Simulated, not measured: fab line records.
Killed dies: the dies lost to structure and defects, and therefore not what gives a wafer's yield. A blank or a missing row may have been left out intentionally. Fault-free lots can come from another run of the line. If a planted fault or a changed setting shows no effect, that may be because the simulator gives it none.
Which of the tools did it? :: flow sky130 :: Sampling: 12 lots, 36 wafers, 6 of 708 route steps

WHAT THE GAUGES SHOWED, per wafer
SKY_LI_CONTACT_BOW_MEAS_03. Usual: LI_CONTACT_BOW typically reads 55 um, with standard deviation 6.1.
lot: L167
measured: day 28 04:11
on: film_metro-02
LI_CONTACT_BOW (um): 60 58 61
flag: 

lot: L172
measured: day 30 09:39
on: film_metro-04
LI_CONTACT_BOW (um): 61 54 44
flag: 

lot: L174
measured: day 30 15:24
on: film_metro-04
LI_CONTACT_BOW (um): 51 54 72
flag: 

lot: L177
measured: day 31 11:23
on: film_metro-03
LI_CONTACT_BOW (um): 58 49 50
flag: 

lot: L179
measured: day 32 04:53
on: film_metro-02
LI_CONTACT_BOW (um): 44 59 49
flag: 

lot: L183
measured: day 33 23:19
on: film_metro-04
LI_CONTACT_BOW (um): 52 60 44
flag: 

lot: L181
measured: day 34 01:43
on: film_metro-02
LI_CONTACT_BOW (um): 58 50 64
flag: 

lot: L184
measured: day 34 02:13
on: film_metro-04
LI_CONTACT_BOW (um): 54 44 58
flag: 

lot: L185
measured: day 34 06:00
on: film_metro-02
LI_CONTACT_BOW (um): 50 53 59
flag: 

lot: L186
measured: day 35 02:20
on: film_metro-03
LI_CONTACT_BOW (um): 60 42 53
flag: 

lot: L187
measured: day 35 11:06
on: film_metro-02
LI_CONTACT_BOW (um): 59 63 51
flag: 

lot: L188
measured: day 35 17:31
on: film_metro-04
LI_CONTACT_BOW (um): 55 48 54
flag: 

SKY_LI_CONTACT_RS_MEAS_22: the measuring method here is four-point-probe. Usual: LI_CONTACT_W_RS typically reads 0.2848 ohm/sq, with standard deviation 0.0026.
lot: L167
measured: day 29 09:01
on: film_metro-04
LI_CONTACT_W_RS (ohm/sq): 0.2884 0.2856 0.2882
flag: 

lot: L172
measured: day 31 14:01
on: film_metro-04
LI_CONTACT_W_RS (ohm/sq): 0.2987 0.2990 0.3000
flag: OFF

lot: L174
measured: day 31 19:51
on: film_metro-02
LI_CONTACT_W_RS (ohm/sq): 0.2970 0.2997 0.2949
flag: OFF

lot: L177
measured: day 32 15:24
on: film_metro-02
LI_CONTACT_W_RS (ohm/sq): 0.2832 0.2853 0.2858
flag: 

lot: L179
measured: day 33 08:49
on: film_metro-02
LI_CONTACT_W_RS (ohm/sq): 0.2799 0.2814 0.2818
flag: 

lot: L183
measured: day 35 02:34
on: film_metro-02
LI_CONTACT_W_RS (ohm/sq): 0.2843 0.2851 0.2838
flag: 

lot: L181
measured: day 35 05:31
on: film_metro-02
LI_CONTACT_W_RS (ohm/sq): 0.2828 0.2847 0.2829
flag: 

lot: L184
measured: day 35 05:51
on: film_metro-03
LI_CONTACT_W_RS (ohm/sq): 0.2792 0.2814 0.2806
flag: 

lot: L185
measured: day 35 09:50
on: film_metro-04
LI_CONTACT_W_RS (ohm/sq): 0.2884 0.2873 0.2875
flag: 

lot: L186
measured: day 36 03:56
on: film_metro-03
LI_CONTACT_W_RS (ohm/sq): 0.2838 0.2798 0.2825
flag: 

lot: L187
measured: day 36 13:50
on: film_metro-04
LI_CONTACT_W_RS (ohm/sq): 0.2849 0.2864 0.2840
flag: 

lot: L188
measured: day 36 19:45
on: film_metro-04
LI_CONTACT_W_RS (ohm/sq): 0.2869 0.2849 0.2859
flag: 

SKY_LI_CONTACT_THK_MEAS_23: measures by xrf. Usual: LI_CONTACT_W_THK typically reads 413 nm, with standard deviation 7.4.
lot: L167
measured: day 29 09:07
on: film_metro-04
LI_CONTACT_W_THK (nm): 398 402 397
flag: 

lot: L172
measured: day 31 14:08
on: film_metro-04
LI_CONTACT_W_THK (nm): 387 385 384
flag: OFF

lot: L174
measured: day 31 19:58
on: film_metro-02
LI_CONTACT_W_THK (nm): 399 395 402
flag: 

lot: L177
measured: day 32 15:31
on: film_metro-02
LI_CONTACT_W_THK (nm): 416 414 413
flag: 

lot: L179
measured: day 33 08:55
on: film_metro-02
LI_CONTACT_W_THK (nm): 421 419 420
flag: 

lot: L183
measured: day 35 02:41
on: film_metro-02
LI_CONTACT_W_THK (nm): 417 417 417
flag: 

lot: L181
measured: day 35 05:38
on: film_metro-02
LI_CONTACT_W_THK (nm): 415 415 418
flag: 

lot: L184
measured: day 35 05:58
on: film_metro-03
LI_CONTACT_W_THK (nm): 427 424 424
flag: 

lot: L185
measured: day 35 09:56
on: film_metro-04
LI_CONTACT_W_THK (nm): 397 397 398
flag: 

lot: L186
measured: day 36 04:03
on: film_metro-03
LI_CONTACT_W_THK (nm): 421 426 423
flag: 

lot: L187
measured: day 36 13:57
on: film_metro-04
LI_CONTACT_W_THK (nm): 411 407 410
flag: 

lot: L188
measured: day 36 19:52
on: film_metro-04
LI_CONTACT_W_THK (nm): 409 410 407
flag: 

SKY_LOCAL_INTERCONNECT_CD_MEAS_11: the cd target is 170 nm. Usual: cd_nm reads 169.9 nm (standard deviation 1.5).
lot: L167
measured: day 30 13:13
on: cd_sem-02
cd_nm (nm): 172.5 172.7 172.5
flag: 

lot: L172
measured: day 32 18:16
on: cd_sem-01
cd_nm (nm): 171.0 171.0 171.8
flag: 

lot: L174
measured: day 32 23:47
on: cd_sem-01
cd_nm (nm): 169.7 170.5 170.3
flag: 

lot: L177
measured: day 33 18:11
on: cd_sem-02
cd_nm (nm): 169.1 169.6 170.5
flag: 

lot: L179
measured: day 34 12:05
on: cd_sem-02
cd_nm (nm): 168.0 167.3 168.4
flag: 

lot: L183
measured: day 36 04:58
on: cd_sem-01
cd_nm (nm): 171.9 172.2 173.1
flag: 

lot: L181
measured: day 36 08:08
on: cd_sem-02
cd_nm (nm): 171.6 173.3 172.8
flag: 

lot: L184
measured: day 36 08:11
on: cd_sem-01
cd_nm (nm): 170.1 169.3 169.2
flag: 

lot: L185
measured: day 36 11:43
on: cd_sem-02
cd_nm (nm): 169.0 169.7 170.4
flag: 

lot: L186
measured: day 37 06:19
on: cd_sem-01
cd_nm (nm): 171.3 170.3 170.1
flag: 

lot: L187
measured: day 37 16:28
on: cd_sem-02
cd_nm (nm): 172.6 171.1 169.9
flag: 

lot: L188
measured: day 37 22:08
on: cd_sem-01
cd_nm (nm): 167.5 169.3 168.1
flag: 

WHICH TOOL RAN EACH LOT (tool, then ch and the chambers of the sampled wafers, then the start)
lot: L167
SKY_LI_CONTACT_ETCH_15: rie_diel-02 ch 0,1, day 29 08:13
SKY_LI_CONTACT_CVD_21: cvd_w-02 ch 1, day 29 08:47

lot: L172
SKY_LI_CONTACT_ETCH_15: rie_diel-02 ch 0,2,3, day 31 13:23
SKY_LI_CONTACT_CVD_21: cvd_w-02 ch 0,1, day 31 13:54

lot: L174
SKY_LI_CONTACT_ETCH_15: rie_diel-02 ch 0,1,2, day 31 19:13
SKY_LI_CONTACT_CVD_21: cvd_w-02 ch 0,1, day 31 19:44

lot: L177
SKY_LI_CONTACT_ETCH_15: rie_diel-02 ch 0,1,3, day 32 14:46
SKY_LI_CONTACT_CVD_21: cvd_w-01 ch 0,1, day 32 15:17

lot: L179
SKY_LI_CONTACT_ETCH_15: rie_diel-02 ch 1,2,3, day 33 08:08
SKY_LI_CONTACT_CVD_21: cvd_w-01 ch 0,1, day 33 08:40

lot: L183
SKY_LI_CONTACT_ETCH_15: rie_diel-02 ch 1,2,3, day 35 01:56
SKY_LI_CONTACT_CVD_21: cvd_w-02 ch 0,1, day 35 02:27

lot: L181
SKY_LI_CONTACT_ETCH_15: rie_diel-02 ch 1,2,3, day 35 04:52
SKY_LI_CONTACT_CVD_21: cvd_w-02 ch 0,1, day 35 05:23

lot: L184
SKY_LI_CONTACT_ETCH_15: rie_diel-01 ch 0,3, day 35 05:13
SKY_LI_CONTACT_CVD_21: cvd_w-02 ch 0,1, day 35 05:44

lot: L185
SKY_LI_CONTACT_ETCH_15: rie_diel-02 ch 0,1,3, day 35 09:10
SKY_LI_CONTACT_CVD_21: cvd_w-02 ch 0,1, day 35 09:43

lot: L186
SKY_LI_CONTACT_ETCH_15: rie_diel-02 ch 2,3, day 36 03:17
SKY_LI_CONTACT_CVD_21: cvd_w-02 ch 0,1, day 36 03:48

lot: L187
SKY_LI_CONTACT_ETCH_15: rie_diel-02 ch 1,2,3, day 36 13:11
SKY_LI_CONTACT_CVD_21: cvd_w-02 ch 0,1, day 36 13:42

lot: L188
SKY_LI_CONTACT_ETCH_15: rie_diel-02 ch 0,1,2, day 36 18:59
SKY_LI_CONTACT_CVD_21: cvd_w-01 ch 0, day 36 19:30
- SKY_LI_CONTACT_ETCH_15: etches PSG in C4F8/O2/Ar, stops on Si, target depth 600 nm.
- SKY_LI_CONTACT_CVD_21: deposits W, target thk 400 nm, time 120.56 s.

WHAT THE TOOLS THEMSELVES READ (means of the sampled wafers that have a number; where no wafer has one, the mark that the record gives instead)
SKY_LI_CONTACT_ETCH_15. Usual: oes_product_au reads 0.837 a.u. (standard deviation 0.0045).
lot: L167
tool: rie_diel-02
oes_product_au (a.u.): 0.833
flag: 

lot: L172
tool: rie_diel-02
oes_product_au (a.u.): 0.841
flag: 

lot: L174
tool: rie_diel-02
oes_product_au (a.u.): 0.841
flag: 

lot: L177
tool: rie_diel-02
oes_product_au (a.u.): 0.832
flag: 

lot: L179
tool: rie_diel-02
oes_product_au (a.u.): 0.837
flag: 

lot: L183
tool: rie_diel-02
oes_product_au (a.u.): 0.838
flag: 

lot: L181
tool: rie_diel-02
oes_product_au (a.u.): 0.834
flag: 

lot: L184
tool: rie_diel-01
oes_product_au (a.u.): 0.834
flag: 

lot: L185
tool: rie_diel-02
oes_product_au (a.u.): 0.832
flag: 

lot: L186
tool: rie_diel-02
oes_product_au (a.u.): 0.835
flag: 

lot: L187
tool: rie_diel-02
oes_product_au (a.u.): 0.839
flag: 

lot: L188
tool: rie_diel-02
oes_product_au (a.u.): 0.838
flag: 

SKY_LI_CONTACT_CVD_21. Usual: chamber_pressure_Torr 40.00 Torr, standard deviation 0.084; heater_power_w 884 W, standard deviation 110.
lot: L167
tool: cvd_w-02
chamber_pressure_Torr (Torr): 39.96
heater_power_w (W): 1001
flag: 

lot: L172
tool: cvd_w-02
chamber_pressure_Torr (Torr): 36.15
heater_power_w (W): 970
flag: OFF

lot: L174
tool: cvd_w-02
chamber_pressure_Torr (Torr): 36.09
heater_power_w (W): 982
flag: OFF

lot: L177
tool: cvd_w-01
chamber_pressure_Torr (Torr): 40.02
heater_power_w (W): 750
flag: 

lot: L179
tool: cvd_w-01
chamber_pressure_Torr (Torr): 40.05
heater_power_w (W): 794
flag: 

lot: L183
tool: cvd_w-02
chamber_pressure_Torr (Torr): 40.07
heater_power_w (W): 991
flag: 

lot: L181
tool: cvd_w-02
chamber_pressure_Torr (Torr): 40.00
heater_power_w (W): 981
flag: 

lot: L184
tool: cvd_w-02
chamber_pressure_Torr (Torr): 40.01
heater_power_w (W): 965
flag: 

lot: L185
tool: cvd_w-02
chamber_pressure_Torr (Torr): 40.01
heater_power_w (W): 961
flag: 

lot: L186
tool: cvd_w-02
chamber_pressure_Torr (Torr): 40.04
heater_power_w (W): 961
flag: 

lot: L187
tool: cvd_w-02
chamber_pressure_Torr (Torr): 39.95
heater_power_w (W): 975
flag: 

lot: L188
tool: cvd_w-01
chamber_pressure_Torr (Torr): 39.99
heater_power_w (W): 739
flag: 

THE ANSWER, worked out from the rows above alone
Rule: take the mean of a lot's wafers that have a number; if it is more than 3 standard deviations from the usual mean, the lot is off. Also off: a lot with no number at a reading for which 4 or more lots have one. All remaining lots with rows at the step are treated as sound. After the gauges, taken in route order, come the tools' own readings; for these a lot's mean is taken, as printed above. The first step at which some lot is off is used, and at that step the reading that is off furthest; a lot without a number counts as furthest.
Off: at SKY_LI_CONTACT_RS_MEAS_22 (LI_CONTACT_W_RS), L172, L174.
If a tool, at a process step before that reading, ran all the lots that are off and no sound lot after the first of them, it fits. The gauges at SKY_LI_CONTACT_RS_MEAS_22 aren't tried: what is off there is off at SKY_LI_CONTACT_CVD_21 too, on other tools, and a gauge's error can't cause that. None of those tried fits.

WHAT THE SIMULATOR HAD PUT IN
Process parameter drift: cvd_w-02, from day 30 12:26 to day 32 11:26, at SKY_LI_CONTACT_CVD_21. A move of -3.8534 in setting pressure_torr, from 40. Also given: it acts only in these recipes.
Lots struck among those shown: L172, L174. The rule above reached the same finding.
